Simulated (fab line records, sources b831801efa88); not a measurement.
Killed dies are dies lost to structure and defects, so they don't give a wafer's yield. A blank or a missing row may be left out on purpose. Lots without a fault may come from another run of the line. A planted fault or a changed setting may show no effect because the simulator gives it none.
Which tool did it? | flow gf180mcu | 12 lots, 36 wafers sampled, at 2 steps of a route of 602

WHAT THE GAUGES READ, wafer by wafer
GF_V4_BOW_MEAS_05. Usual: V4_BOW 133 um, standard deviation 8.2.
lot  | measured     | on            | V4_BOW (um) | flag
L743 | day 24 09:34 | film_metro-04 | 130 131 132 |
L744 | day 24 14:52 | film_metro-04 | 147 139 140 |
L746 | day 25 10:23 | film_metro-04 | 132 128 128 |
L747 | day 26 00:54 | film_metro-03 | 129 117 117 |
L748 | day 26 06:13 | film_metro-03 | 148 144 134 |
L749 | day 26 08:13 | film_metro-01 | 118 133 127 |
L750 | day 26 16:13 | film_metro-01 | 141 135 133 |
L751 | day 26 21:52 | film_metro-01 | 146 132 138 |
L752 | day 27 08:38 | film_metro-01 | 131 130 119 |
L758 | day 28 23:43 | film_metro-01 | 126 126 131 |
L759 | day 29 04:58 | film_metro-01 | 133 141 127 |
L764 | day 30 13:49 | film_metro-01 | 134 131 139 |

WHICH TOOL RAN EACH LOT (tool, then ch and the chambers of the sampled wafers, then the start)
lot  | GF_V4_CVD_02
L743 | pecvd-01 ch 0,2, day 24 09:05
L744 | pecvd-04 ch 0,1, day 24 14:25
L746 | pecvd-01 ch 0,2, day 25 09:55
L747 | pecvd-01 ch 1,2, day 26 00:27
L748 | pecvd-04 ch 0,1, day 26 05:46
L749 | pecvd-04 ch 0,1,2, day 26 07:46
L750 | pecvd-01 ch 0,2, day 26 15:44
L751 | pecvd-02 ch 0,1, day 26 21:26
L752 | pecvd-02 ch 0,1,2, day 27 08:12
L758 | pecvd-02 ch 0,1, day 28 23:16
L759 | pecvd-01 ch 0,2, day 29 04:33
L764 | pecvd-01 ch 0,1,2, day 30 13:22
- GF_V4_CVD_02: deposits SiO2 from TEOS, target thk 850 nm, time 94.851 s.

WHAT THE TOOLS THEMSELVES READ (means of the sampled wafers that have a number; where no wafer has one, the mark that the record gives instead)
GF_V4_CVD_02. Usual: heater_power_w 652 W, standard deviation 67.
lot  | tool     | heater_power_w (W) | flag
L743 | pecvd-01 | 622                |
L744 | pecvd-04 | 631                |
L746 | pecvd-01 | 602                |
L747 | pecvd-01 | 636                |
L748 | pecvd-04 | 654                |
L749 | pecvd-04 | 641                |
L750 | pecvd-01 | 588                |
L751 | pecvd-02 | 714                |
L752 | pecvd-02 | 754                |
L758 | pecvd-02 | 762                |
L759 | pecvd-01 | 623                |
L764 | pecvd-01 | 657                |

THE ANSWER, worked out from the rows above alone
Rule: a lot is off if the mean of its wafers that have a number lies more than 3 standard deviations from the usual mean. A lot without any number at a reading at which 4 lots or more have one is off too. The other lots that the step has rows for count as sound. The gauges are gone through in route order, then the tools' own readings, and for those a lot's mean is taken as printed above. The first step at which some lot is off is used, and at that step the reading that is off furthest; a lot without a number counts as furthest.
No lot is off at any reading shown: from this, nothing can be told.

WHAT THE SIMULATOR HAD PUT IN
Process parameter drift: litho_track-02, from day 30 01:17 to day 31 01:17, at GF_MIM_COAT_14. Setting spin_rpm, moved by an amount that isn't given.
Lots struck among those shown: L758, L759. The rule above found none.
